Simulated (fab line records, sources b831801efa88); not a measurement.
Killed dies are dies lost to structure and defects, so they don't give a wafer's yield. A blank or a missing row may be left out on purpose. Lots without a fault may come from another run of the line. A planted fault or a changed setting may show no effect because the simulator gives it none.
Chamber matching | flow sfq_line | SFQ_TRILAYER_I0_CMP_CMP_028 on cmp-02: 4 sister chambers
The step polishes SiO2. 4 wafers are shown with their chamber, then 8 later ones without.

WAFERS WITH THEIR CHAMBER
wafer  | chamber | motor_current_A (A)
L795.2 | 2       | 8.8
L797.5 | 0       | 10.4
L798.2 | 3       | 9.8
L798.6 | 1       | 9.8

WAFERS WITHOUT THEIR CHAMBER
wafer  | motor_current_A (A)
L799.4 | 9.5
L799.2 | 10.1
L800.2 | 9.5
L800.5 | 11.0
L800.6 | 9.6
L811.1 | 9.6
L811.2 | 10.2
L811.4 | 8.9

WHICH CHAMBER EACH WENT THROUGH
wafer  | from the rows above               | in truth
L799.4 | can't be placed: 1 or 3 or 2 or 0 | 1
L799.2 | can't be placed: 1 or 3 or 0      | 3
L800.2 | can't be placed: 1 or 3 or 2 or 0 | 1
L800.5 | can't be placed: 0 or 1 or 3      | 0
L800.6 | can't be placed: 1 or 3 or 2 or 0 | 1
L811.1 | can't be placed: 1 or 3 or 2 or 0 | 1
L811.2 | can't be placed: 0 or 1 or 3      | 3
L811.4 | 2                                 | 2
Placed correctly: 1 of 8. Can't be placed from these rows: 7 (the true chamber is among the candidates in 7). Placed wrongly: 0.
How it was worked out, from the rows above alone: a wafer's distance from a chamber is the root of the sum, over the readings, of the square of ((its reading less the chamber's mean) divided by the reading's scatter). The wafer belongs to the nearest chamber; if the next one is less than 2 further off, it can't be placed. A chamber's mean is the mean of its shown wafers. The scatter: with one shown wafer a chamber, the root of the mean of the squares of how far each hidden wafer lies from its nearest shown one.
